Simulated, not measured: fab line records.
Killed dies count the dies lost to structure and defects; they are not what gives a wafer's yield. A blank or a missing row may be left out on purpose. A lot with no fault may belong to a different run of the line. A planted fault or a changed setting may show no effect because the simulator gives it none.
A lot that was struck, set against a sound lot | flow sky130 | 15 out of 708 route steps
Sound: these wafers, L330.3, L330.4, L330.5. Struck: wafers L320.2, L320.3, L320.5. At the end, the cause is stated.
Per side, at each step with rows, come the tool, then ch with its chambers, and then its first start. Under that, the readings that differ: sound wafers | struck wafers | difference of the means | sigmas: that difference in standard deviations of wafers without a fault.
alike: a reading whose means differ by less than 2 such deviations, as well as words and numbers matching on both sides. not compared: withheld readings; readings where some wafer has no value; bounds like >300 that might hide an equal value; numbers whose values overlap and for which the record gives no deviation.
The two part at a step that has a row with sigmas, a row that says differs or no value, or rows on one side only. Non-overlapping numbers with no deviation appear without sigmas and do not part them. A reading missing from all wafers of one side parts the sides only when that side holds two or more wafers.

SKY_POLY_GATE_CD_MEAS_22:
  struck on cd_sem-01, day 19 20:58; sound on cd_sem-02, day 22 23:49
  alike: cd_nm
then, 7 steps without rows for these wafers: SKY_LDD_N_DEHYDRATE_00 (time 60 s); SKY_LDD_N_HMDS_01 (prime time 60 s); SKY_LDD_N_COAT_02 (resist thk 300 nm); SKY_LDD_N_SOFTBAKE_03 (time 60 s); SKY_LDD_N_EXPOSE_04 (exposes mask NTM, target cd 840 nm); SKY_LDD_N_PEB_05; SKY_LDD_N_DEVELOP_06 (develop time 60 s).
SKY_LDD_N_OVL_MEAS_07:
  struck on overlay-02, day 21 03:43; sound on overlay-02, day 24 05:26
  alike: LDD_N_OVL
then, 3 steps without rows for these wafers: SKY_LDD_N_IMPLANT_08; SKY_LDD_N_IMPLANT_09; SKY_LDD_N_IMPLANT_10.
SKY_LDD_N_IMPLANT_11:
  sound on implanter-01 ch 0, day 24 05:57; struck on implanter-01 ch 0, day 21 04:13
  reading            | sound                         | struck                        | difference | sigmas
  beam_on_s (s)      | 9.94 10.40 10.09              | 11.82 11.58 11.79             | +1.59      | +8
  dose_ions_cm2      | 7.484e+13 7.507e+13 7.493e+13 | 7.511e+13 7.516e+13 7.515e+13 | +1.933e+11 | +2
  faraday_current_uA | 427 408 418                   | 358 363 360                   | -57        | -7
after that, 1 step had no rows for these wafers: SKY_LDD_N_IMPLANT_12.
-- a jump in the record: the struck wafers' starts before and after are 27 days apart (it breaks off in module LDD_N and resumes in module PAD_OPEN, where the first step shown is number 708 of the route) --
SKY_PAD_OPEN_PROBE_99:
  struck on prober-01, day 48 04:28; sound on prober-01, day 49 23:56
  reading                     | sound           | struck            | difference | sigmas
  model.etest.tip_n.rs_ohm_sq | 438 439.6 438.8 | 429.5 426.6 430.6 | -9.9       |
  alike: killed_at_M0_to_M3, killed_at_M4_up, killed_at_contacts, killed_at_front_end, killed_at_other, killed_dies, killed_on_rim, killed_open, killed_short

## WHERE THEY PART
At SKY_LDD_N_IMPLANT_11 and nowhere else, as far as this record goes. Later steps at which nothing parts them and some readings are alike: SKY_PAD_OPEN_PROBE_99.

WHY: the cause the simulator had injected
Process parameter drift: implanter-01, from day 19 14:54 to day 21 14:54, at SKY_LDD_N_IMPLANT_11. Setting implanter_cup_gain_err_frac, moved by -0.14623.
